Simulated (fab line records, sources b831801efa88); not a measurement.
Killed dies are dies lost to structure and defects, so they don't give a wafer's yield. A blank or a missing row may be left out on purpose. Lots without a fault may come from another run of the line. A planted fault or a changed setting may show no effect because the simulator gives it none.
Which tool did it? | flow sky130 | 13 lots, 39 wafers sampled, at 4 steps of a route of 708

WHAT THE GAUGES READ, wafer by wafer
SKY_VIA1_CD_MEAS_12: target cd 150 nm.
lot  | measured     | on        | cd_nm (nm)
L486 | day 33 17:37 | cd_sem-01 | 148.3 148.2 147.4
L488 | day 34 19:15 | cd_sem-02 | 153.5 152.4 151.9
L489 | day 34 20:29 | cd_sem-02 | 151.3 149.9 148.5
L490 | day 35 05:44 | cd_sem-01 | 149.1 148.7 149.4
L491 | day 35 16:51 | cd_sem-01 | 149.6 150.8 149.4
L492 | day 36 03:04 | cd_sem-01 | 149.4 150.4 150.4
L495 | day 36 20:10 | cd_sem-02 | 152.9 152.6 150.7
L500 | day 38 14:23 | cd_sem-01 | 152.5 153.5 152.8
L501 | day 38 18:24 | cd_sem-01 | 151.2 151.8 154.8
L503 | day 39 09:15 | cd_sem-01 | 153.0 151.7 154.1
L506 | day 40 04:48 | cd_sem-02 | 150.2 148.8 150.2
L507 | day 40 19:47 | cd_sem-01 | 149.4 150.3 149.1
L509 | day 41 05:12 | cd_sem-02 | 149.0 151.1 148.7

SKY_METAL2_OVL_MEAS_16.
lot  | measured     | on         | METAL2_OVL (nm)
L486 | day 34 21:17 | overlay-01 | -10 -6 -5
L488 | day 35 23:35 | overlay-02 | -3 7 7
L489 | day 36 01:07 | overlay-02 | 3 -3 8
L490 | day 36 09:59 | overlay-02 | -2 -2 -1
L491 | day 36 20:56 | overlay-01 | -3 2 -2
L492 | day 37 07:20 | overlay-01 | 2 -3 4
L495 | day 37 23:59 | overlay-02 | -12 -8 -5
L500 | day 39 16:41 | overlay-02 | 10 -5 9
L501 | day 39 20:23 | overlay-01 | 8 -2 0
L503 | day 40 11:46 | overlay-01 | 6 3 -3
L506 | day 41 06:26 | overlay-01 | -12 -7 1
L507 | day 41 21:38 | overlay-01 | -16 -5 -12
L509 | day 42 06:11 | overlay-02 | -6 -7 -4

SKY_VIA2_BOW_MEAS_03.
lot  | measured     | on            | VIA2_BOW (um)
L486 | day 34 22:36 | film_metro-04 | 84 90 82
L488 | day 36 00:55 | film_metro-01 | 83 89 89
L489 | day 36 02:26 | film_metro-02 | 82 93 72
L490 | day 36 11:20 | film_metro-04 | 86 90 88
L491 | day 36 22:14 | film_metro-02 | 89 100 87
L492 | day 37 08:57 | film_metro-04 | 86 83 77
L495 | day 38 01:17 | film_metro-01 | 91 80 82
L500 | day 39 18:11 | film_metro-04 | 89 83 95
L501 | day 39 21:43 | film_metro-02 | 88 96 85
L503 | day 40 13:06 | film_metro-01 | 81 80 70
L506 | day 41 07:44 | film_metro-02 | 79 96 80
L507 | day 41 22:56 | film_metro-01 | 71 71 90
L509 | day 42 07:29 | film_metro-02 | 82 88 82

WHICH TOOL RAN EACH LOT (tool, then ch and the chambers of the sampled wafers, then the start)
lot  | SKY_METAL1_ETCH_18
L486 | rie_metal-02 ch 0, day 32 13:44
L488 | rie_metal-03 ch 0, day 33 15:39
L489 | rie_metal-02 ch 0,1, day 33 17:15
L490 | rie_metal-03 ch 0, day 34 01:50
L491 | rie_metal-02 ch 1, day 34 13:23
L492 | rie_metal-03 ch 0,1, day 34 23:06
L495 | rie_metal-01 ch 0,1, day 35 16:24
L500 | rie_metal-02 ch 0,1, day 37 12:21
L501 | rie_metal-02 ch 0,1, day 37 15:39
L503 | rie_metal-01 ch 0,1, day 38 06:43
L506 | rie_metal-03 ch 0, day 39 01:26
L507 | rie_metal-01 ch 0,1, day 39 18:10
L509 | rie_metal-02 ch 0,1, day 40 04:02
- SKY_METAL1_ETCH_18: etches BARC in N2/H2, stops on SiO2, time 45.9 s, target depth 60 nm.

WHAT THE TOOLS THEMSELVES READ (means of the sampled wafers that have a number; where no wafer has one, the mark that the record gives instead)
SKY_METAL1_ETCH_18.
lot  | tool         | drypump_motor_current_A (A) | n2_flow_sccm (sccm) | oes_product_au (a.u.) | throttle_valve_pct (%)
L486 | rie_metal-02 | 5.9                         | 99.74               | 0.858                 | 13.228
L488 | rie_metal-03 | 6.1                         | 99.94               | 0.858                 | 13.224
L489 | rie_metal-02 | 5.7                         | 99.65               | 0.850                 | 13.222
L490 | rie_metal-03 | 6.1                         | 100.07              | 0.853                 | 13.223
L491 | rie_metal-02 | 5.3                         | 99.68               | 0.854                 | 13.226
L492 | rie_metal-03 | 6.0                         | 100.07              | 0.857                 | 13.222
L495 | rie_metal-01 | 6.2                         | 100.11              | 0.857                 | 13.221
L500 | rie_metal-02 | 5.7                         | 100.14              | 0.870                 | 13.221
L501 | rie_metal-02 | 5.5                         | 99.97               | 0.874                 | 13.228
L503 | rie_metal-01 | 6.4                         | 99.73               | 0.857                 | 13.219
L506 | rie_metal-03 | 6.1                         | 99.79               | 0.856                 | 13.226
L507 | rie_metal-01 | 6.2                         | 99.95               | 0.856                 | 13.229
L509 | rie_metal-02 | 5.7                         | 100.14              | 0.856                 | 13.223

THE ANSWER, worked out from the rows above alone
Rule: what is usual is taken from the lots themselves. Put in order of their means at a reading, lots are off if they are a third of the lots or fewer, leave a main group of 4 or more, and stand apart from it by a gap of 3 or more times the standard deviation of the main group's means; of several such gaps the widest counts. A main group whose means are all the same, to the digits that the tables above print for the reading, isn't used. A lot without any number at a reading at which 4 lots or more have one is off too. The other lots that the step has rows for count as sound. The gauges are gone through in route order, then the tools' own readings, and for those a lot's mean is taken as printed above. The first step at which some lot is off is used, and at that step the reading that is off furthest; a lot without a number counts as furthest.
Off: L500, L501, at SKY_METAL1_ETCH_18 (oes_product_au). The main group: mean 0.856 a.u., standard deviation 0.0023.
A tool fits if, at that step or a process step before it, it ran every lot that is off, and no sound lot after the first of them. None of those tried fits.

WHAT THE SIMULATOR HAD PUT IN
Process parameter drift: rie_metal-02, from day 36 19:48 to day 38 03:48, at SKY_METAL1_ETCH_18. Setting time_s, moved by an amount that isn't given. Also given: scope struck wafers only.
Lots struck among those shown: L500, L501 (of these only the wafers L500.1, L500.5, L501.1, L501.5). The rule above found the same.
